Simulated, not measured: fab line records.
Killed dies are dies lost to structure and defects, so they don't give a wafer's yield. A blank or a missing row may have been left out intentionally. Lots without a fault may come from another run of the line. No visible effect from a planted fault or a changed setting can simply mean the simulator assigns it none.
Check for tools in common    flow gf180mcu    Sampled: 14 lots, 42 wafers

THE REASON FOR OPENING IT
Of 14 lots, 2 have the reading HV_LDD_4_TW flagged at GF_HV_LDD_TW_MEAS_50. Fault-free wafers read 570, with a standard deviation of 6.5.
Rule: a lot is flagged when every wafer of it that has a number lies more than 4 standard deviations from that mean, or none has a number. As for the other lots, they are considered sound.

lot   measured      on             HV_LDD_4_TW, wafer by wafer  flag
L929  day 12 15:27  film-metro-01  559 561 563                  
L931  day 13 07:34  film-metro-04  569 573 570                  
L933  day 13 17:10  film-metro-04  568 570 570                  
L934  day 14 03:56  film-metro-04  572 574 572                  
L935  day 14 08:40  film-metro-04  573 568 569                  
L936  day 14 19:26  film-metro-04  571 571 570                  
L937  day 15 01:51  film-metro-01  564 563 564                  
L938  day 15 06:12  film-metro-03  511 510 512                  FLAGGED
L940  day 16 00:01  film-metro-01  502 499 501                  FLAGGED
L942  day 16 21:31  film-metro-01  559 559 563                  
L947  day 18 09:19  film-metro-04  570 570 564                  
L948  day 18 19:09  film-metro-03  575 577 577                  
L949  day 19 05:03  film-metro-03  572 578 575                  
L950  day 19 12:05  film-metro-04  572 573 575                  
On average the flagged lots' numbers are 506, which is -64 against the usual, or -10 standard deviations.

WHICH TOOL RAN EACH LOT
The record keeps 1 process step preceding the reading, out of 602 steps on the route. Every cell lists first the tool, next ch and the chambers used by the sampled wafers, and last the start.
lot   flag     GF_HV_LDD_IMPLANT_48
L929           implanter-01 ch 0, day 12 15:12
L931           implanter-01 ch 0, day 13 07:20
L933           implanter-02 ch 0, day 13 16:56
L934           implanter-01 ch 0, day 14 03:41
L935           implanter-03 ch 0, day 14 08:27
L936           implanter-03 ch 0, day 14 19:11
L937           implanter-03 ch 0, day 15 01:36
L938  FLAGGED  implanter-03 ch 0, day 15 05:59
L940  FLAGGED  implanter-03 ch 0, day 15 23:47
L942           implanter-01 ch 0, day 16 21:17
L947           implanter-01 ch 0, day 18 09:06
L948           implanter-01 ch 0, day 18 18:56
L949           implanter-01 ch 0, day 19 04:47
L950           implanter-02 ch 0, day 19 11:50
What is done by these steps:
- GF_HV_LDD_IMPLANT_48
- GF_HV_LDD_TW_MEAS_50

FLAGGED OVER TOTAL, TOOL BY TOOL (the gauges that took the reading come last)
step                  tool           lots run  flagged  share of the flagged lots  sound lots run after its first flagged lot
GF_HV_LDD_IMPLANT_48  implanter-01   7         0        none                       -
GF_HV_LDD_IMPLANT_48  implanter-02   2         0        none                       -
GF_HV_LDD_IMPLANT_48  implanter-03   5         2        all                        0
GF_HV_LDD_TW_MEAS_50  film-metro-01  4         1        some                       1 (L942)
GF_HV_LDD_TW_MEAS_50  film-metro-03  3         1        some                       2 (L948,L949)
GF_HV_LDD_TW_MEAS_50  film-metro-04  7         0        none                       -

THE TABLE: WHAT IT ALLOWS
1 row of the table ran every flagged lot: implanter-03 at GF_HV_LDD_IMPLANT_48.
- implanter-03 at GF_HV_LDD_IMPLANT_48: 2 of its 5 lots flagged. It ran its last sound lot, L937, at day 15 01:36 and its first flagged lot, L938, at day 15 05:59: a fault with its onset between the two fits. Its own readings lie more than 4 standard deviations out on every wafer of the flagged lots: dose-ions-cm2, faraday-current-uA.
implanter-03 at GF_HV_LDD_IMPLANT_48 is the single tool remaining.

WHAT WAS PUT IN BY THE SIMULATOR
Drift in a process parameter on implanter-03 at GF_HV_LDD_IMPLANT_48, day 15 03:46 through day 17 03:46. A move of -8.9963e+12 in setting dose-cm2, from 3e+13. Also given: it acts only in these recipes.
Struck lots among those shown: L938, L940. The same result came from the rule above.
